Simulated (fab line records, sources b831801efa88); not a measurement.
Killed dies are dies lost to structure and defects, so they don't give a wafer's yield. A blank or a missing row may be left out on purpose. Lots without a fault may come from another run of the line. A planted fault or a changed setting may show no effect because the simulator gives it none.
A struck lot beside a sound one | flow gf180mcu | 14 steps out of a route of 602
Sound: wafers L923.2, L923.3, L923.4. Struck: wafer L934.4. (L934.6 of the same lot was not struck and is left out.) The cause comes at the end.
At each step with rows: each side's tool, then ch and its chambers, then its first start. Under that, the readings that differ: sound wafers | struck wafers | difference of the means | sigmas: that difference in standard deviations of wafers without a fault.
alike: readings whose means differ by less than 2 such deviations, and words and numbers that are the same on both sides. not compared: withheld readings, readings that some wafer has no value for, bounds like >300 that may hide the same value, and numbers for which the record gives no deviation and whose values overlap.
The two part at a step that has a row with sigmas, a row that says differs or no value, or rows on one side only. Numbers that don't overlap but have no deviation are shown without sigmas and don't part them. A reading that every wafer of one side lacks parts them only if that side has two wafers or more.

GF_TOP_METAL_SPUTTER_04: material TiN, target thk 25 nm, time 20.8 s.
  sound on pvd_sputter-04, day 29 02:02; struck on pvd_sputter-02, day 32 04:26
  alike: throttle_valve_pct
GF_TOP_METAL_RS_MEAS_05: measures by four-point-probe.
  sound on film_metro-03, day 29 02:05; struck on film_metro-01, day 32 04:31
  alike: TOP_METAL_ALCU_RS
GF_TOP_METAL_THK_MEAS_06: measures by xrf.
  sound on film_metro-03, day 29 02:11; struck on film_metro-01, day 32 04:37
  alike: TOP_METAL_ALCU_THK
then, 7 steps without rows for these wafers: GF_TOP_METAL_DEHYDRATE_07 (time 60 s); GF_TOP_METAL_HMDS_08 (prime time 60 s); GF_TOP_METAL_COAT_09 (resist thk 1500 nm); GF_TOP_METAL_SOFTBAKE_10 (time 60 s); GF_TOP_METAL_EXPOSE_11 (exposes mask MetalTop, target cd 440 nm); GF_TOP_METAL_PEB_12; GF_TOP_METAL_DEVELOP_13 (develop time 60 s).
GF_TOP_METAL_CD_MEAS_14: target cd 440 nm.
  sound on cd_sem-01, day 29 20:54; struck on cd_sem-01, day 32 21:20
  alike: cd_nm
GF_TOP_METAL_OVL_MEAS_15:
  sound on overlay-02, day 29 21:01; struck on overlay-01, day 32 21:25
  alike: TOP_METAL_OVL
GF_TOP_METAL_METAL_ETCH_16: etches the open film in Cl2/BCl3, stops on SiO2, target depth 1197 nm, time 199.5 s.
  sound on rie_metal-03 ch 0,1, day 29 21:02; struck on rie_metal-03 ch 0, day 32 21:30
  reading                                        | sound                | struck | difference | sigmas
  oes_product_au (a.u.)                          | 0.994 0.995 0.990    | 1.006  | +0.013     | +2
  run_length_s (s)                               | 228.7 228.6 228.7    | 218.5  | -10.2      | -25
  throttle_valve_pct (%)                         | 28.220 28.223 28.234 | 28.195 | -0.031     | -3
  model.NOVOLAK_of_TOP_METAL_COAT_09.thk_nm (nm) | 1019 1024 1026       | 1039   | +16        |
  alike: drypump_motor_current_A
  not compared: rf_hours_counter_h
GF_TOP_METAL_STRIP_17: strips in O2/N2.
  sound on plasma_asher-03 ch 0,1, day 29 21:14; struck on plasma_asher-01 ch 0, day 32 21:40
  reading                     | sound       | struck | difference | sigmas
  drypump_motor_current_A (A) | 5.4 5.8 5.5 | 4.8    | -0.8       | -2
  alike: heater_power_w, oes_product_au, strip_time_to_endpoint_s
  not compared: rf_hours_counter_h

WHERE THEY PART
First at GF_TOP_METAL_METAL_ETCH_16; last, within this record, at GF_TOP_METAL_STRIP_17.

WHY: what the simulator had put in
Process parameter drift: rie_metal-03, from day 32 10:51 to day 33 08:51, at GF_TOP_METAL_METAL_ETCH_16. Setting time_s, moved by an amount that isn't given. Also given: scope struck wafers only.
